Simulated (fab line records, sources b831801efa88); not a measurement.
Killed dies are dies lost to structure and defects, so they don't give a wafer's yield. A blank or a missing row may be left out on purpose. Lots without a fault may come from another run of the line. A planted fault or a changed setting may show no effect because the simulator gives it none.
Chamber matching | flow gf180mcu | GF_STI_ETCH_14 on rie_si-02: 4 sister chambers
The step etches Si in HBr/Cl2/O2, target depth 360 nm, time 102.9 s. 14 wafers are shown with their chamber, then 7 later ones without.

WAFERS WITH THEIR CHAMBER
wafer  | chamber | drypump_motor_current_A (A) | HBr_flow_sccm (sccm) | oes_product_au (a.u.)
L304.1 | 1       | 4.9                         | 149.7                | 1.012
L304.4 | 0       | 6.2                         | 150.5                | 0.991
L304.6 | 0       | 6.2                         | 150.3                | 0.994
L308.3 | 3       | 5.4                         | 150.1                | 1.003
L308.5 | 3       | 5.4                         | 151.0                | 1.002
L308.6 | 2       | 5.8                         | 150.1                | 1.012
L309.2 | 1       | 5.0                         | 149.5                | 0.992
L309.5 | 0       | 6.3                         | 149.7                | 0.995
L309.6 | 1       | 5.0                         | 149.8                | 0.984
L320.1 | 0       | 6.2                         | 150.0                | 0.986
L320.4 | 3       | 5.4                         | 150.7                | 1.002
L320.6 | 0       | 6.2                         | 150.1                | 0.982
L321.4 | 2       | 5.8                         | 150.1                | 1.008
L321.5 | 0       | 6.2                         | 149.7                | 0.993

SIGNATURES (means of the wafers above)
reading                 | chamber 0 | chamber 1 | chamber 2 | chamber 3 | scatter within a chamber
drypump_motor_current_A | 6.217     | 4.967     | 5.800     | 5.400     | 0.0387
HBr_flow_sccm           | 150.050   | 149.667   | 150.100   | 150.600   | 0.313
oes_product_au          | 0.99017   | 0.99600   | 1.01000   | 1.00233   | 0.00745
Rule: a wafer's distance from a chamber is the root of the sum, over the readings, of the square of ((its reading less the chamber's mean) divided by the reading's scatter). The wafer belongs to the nearest chamber; if the next one is less than 2 further off, it can't be placed. The scatter: the root of (the sum of the squares of (reading less its chamber's mean) over the shown wafers, divided by (wafers less chambers)).

WAFERS WITHOUT THEIR CHAMBER
wafer  | drypump_motor_current_A (A) | HBr_flow_sccm (sccm) | oes_product_au (a.u.)
L321.6 | 4.9                         | 150.0                | 1.005
L324.1 | 5.8                         | 149.9                | 1.013
L324.4 | 6.2                         | 149.3                | 0.985
L324.6 | 6.2                         | 149.6                | 0.994
L325.3 | 5.4                         | 150.4                | 1.004
L325.4 | 5.4                         | 150.7                | 1.008
L325.6 | 6.2                         | 150.4                | 1.008

WHICH CHAMBER EACH WENT THROUGH
wafer  | from the rows above | in truth
L321.6 | 1                   | 1
L324.1 | 2                   | 2
L324.4 | 0                   | 0
L324.6 | 0                   | 0
L325.3 | 3                   | 3
L325.4 | 3                   | 3
L325.6 | 0                   | 0
Placed correctly: 7 of 7. Can't be placed from these rows: 0. Placed wrongly: 0.
